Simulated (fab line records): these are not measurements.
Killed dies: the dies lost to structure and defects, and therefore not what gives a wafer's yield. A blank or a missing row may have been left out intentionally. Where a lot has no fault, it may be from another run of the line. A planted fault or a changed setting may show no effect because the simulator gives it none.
Matching of chambers :: flow sky130 :: SKY_POLY_GATE_ETCH_15 on rie-diel-04 has 4 sister chambers
The step etches BARC in N2/H2, stops on SiO2, time 118.5 s, target depth 110 nm. 14 wafers are shown with their chamber, then 7 later ones without.

== WAFERS PAIRED WITH THEIR CHAMBERS ==
wafer: L403.1
chamber: 3
drypump-motor-current-A (A): 5.3
oes-product-au (a.u.): 0.707
chamber-pressure-mTorr (mTorr): 30.08

wafer: L403.3
chamber: 1
drypump-motor-current-A (A): 5.1
oes-product-au (a.u.): 0.717
chamber-pressure-mTorr (mTorr): 30.04

wafer: L403.6
chamber: 1
drypump-motor-current-A (A): 5.1
oes-product-au (a.u.): 0.716
chamber-pressure-mTorr (mTorr): 30.03

wafer: L406.1
chamber: 0
drypump-motor-current-A (A): 6.0
oes-product-au (a.u.): 0.716
chamber-pressure-mTorr (mTorr): 30.00

wafer: L406.2
chamber: 2
drypump-motor-current-A (A): 5.8
oes-product-au (a.u.): 0.710
chamber-pressure-mTorr (mTorr): 29.95

wafer: L406.5
chamber: 3
drypump-motor-current-A (A): 5.2
oes-product-au (a.u.): 0.720
chamber-pressure-mTorr (mTorr): 30.00

wafer: L410.1
chamber: 0
drypump-motor-current-A (A): 6.0
oes-product-au (a.u.): 0.710
chamber-pressure-mTorr (mTorr): 30.02

wafer: L410.3
chamber: 3
drypump-motor-current-A (A): 5.3
oes-product-au (a.u.): 0.714
chamber-pressure-mTorr (mTorr): 29.97

wafer: L410.6
chamber: 3
drypump-motor-current-A (A): 5.3
oes-product-au (a.u.): 0.720
chamber-pressure-mTorr (mTorr): 30.00

wafer: L412.1
chamber: 3
drypump-motor-current-A (A): 5.3
oes-product-au (a.u.): 0.716
chamber-pressure-mTorr (mTorr): 30.01

wafer: L412.2
chamber: 2
drypump-motor-current-A (A): 5.8
oes-product-au (a.u.): 0.715
chamber-pressure-mTorr (mTorr): 30.02

wafer: L412.5
chamber: 3
drypump-motor-current-A (A): 5.3
oes-product-au (a.u.): 0.717
chamber-pressure-mTorr (mTorr): 30.00

wafer: L415.1
chamber: 1
drypump-motor-current-A (A): 5.1
oes-product-au (a.u.): 0.717
chamber-pressure-mTorr (mTorr): 29.97

wafer: L415.2
chamber: 0
drypump-motor-current-A (A): 6.0
oes-product-au (a.u.): 0.720
chamber-pressure-mTorr (mTorr): 30.01

SIGNATURES (averages over the wafers above)
reading: drypump-motor-current-A
chamber 0: 6.000
chamber 1: 5.100
chamber 2: 5.800
chamber 3: 5.283
scatter within a chamber: 0.0289

reading: oes-product-au
chamber 0: 0.71533
chamber 1: 0.71667
chamber 2: 0.71250
chamber 3: 0.71567
scatter within a chamber: 0.00426

reading: chamber-pressure-mTorr
chamber 0: 30.0100
chamber 1: 30.0133
chamber 2: 29.9850
chamber 3: 30.0100
scatter within a chamber: 0.0351
Rule: for a wafer and a chamber, the distance is found by dividing, reading by reading, the gap between the wafer's reading and the chamber's mean by the reading's scatter, squaring, summing and taking the root. If the next closest chamber is less than 2 further off than the closest, the wafer can't be placed; otherwise it belongs to the closest. The scatter is the square root of a quotient: the sum, over the shown wafers, of each reading's squared deviation from its chamber's mean, divided by wafers minus chambers.

== WAFERS MISSING THEIR CHAMBER ==
wafer: L415.6
drypump-motor-current-A (A): 6.0
oes-product-au (a.u.): 0.711
chamber-pressure-mTorr (mTorr): 30.04

wafer: L420.1
drypump-motor-current-A (A): 6.0
oes-product-au (a.u.): 0.719
chamber-pressure-mTorr (mTorr): 29.98

wafer: L420.2
drypump-motor-current-A (A): 5.8
oes-product-au (a.u.): 0.717
chamber-pressure-mTorr (mTorr): 30.04

wafer: L420.6
drypump-motor-current-A (A): 5.3
oes-product-au (a.u.): 0.718
chamber-pressure-mTorr (mTorr): 30.00

wafer: L425.1
drypump-motor-current-A (A): 5.8
oes-product-au (a.u.): 0.719
chamber-pressure-mTorr (mTorr): 30.01

wafer: L425.3
drypump-motor-current-A (A): 5.3
oes-product-au (a.u.): 0.718
chamber-pressure-mTorr (mTorr): 29.97

wafer: L425.6
drypump-motor-current-A (A): 5.1
oes-product-au (a.u.): 0.716
chamber-pressure-mTorr (mTorr): 30.00

== WHICH CHAMBER EACH ONE RAN IN ==
wafer: L415.6
from the rows above: 0
in truth: 0

wafer: L420.1
from the rows above: 0
in truth: 0

wafer: L420.2
from the rows above: 2
in truth: 2

wafer: L420.6
from the rows above: 3
in truth: 3

wafer: L425.1
from the rows above: 2
in truth: 2

wafer: L425.3
from the rows above: 3
in truth: 3

wafer: L425.6
from the rows above: 1
in truth: 1
Placed correctly: 7 of 7. Left unplaced by these rows: 0. Number placed wrongly: 0.
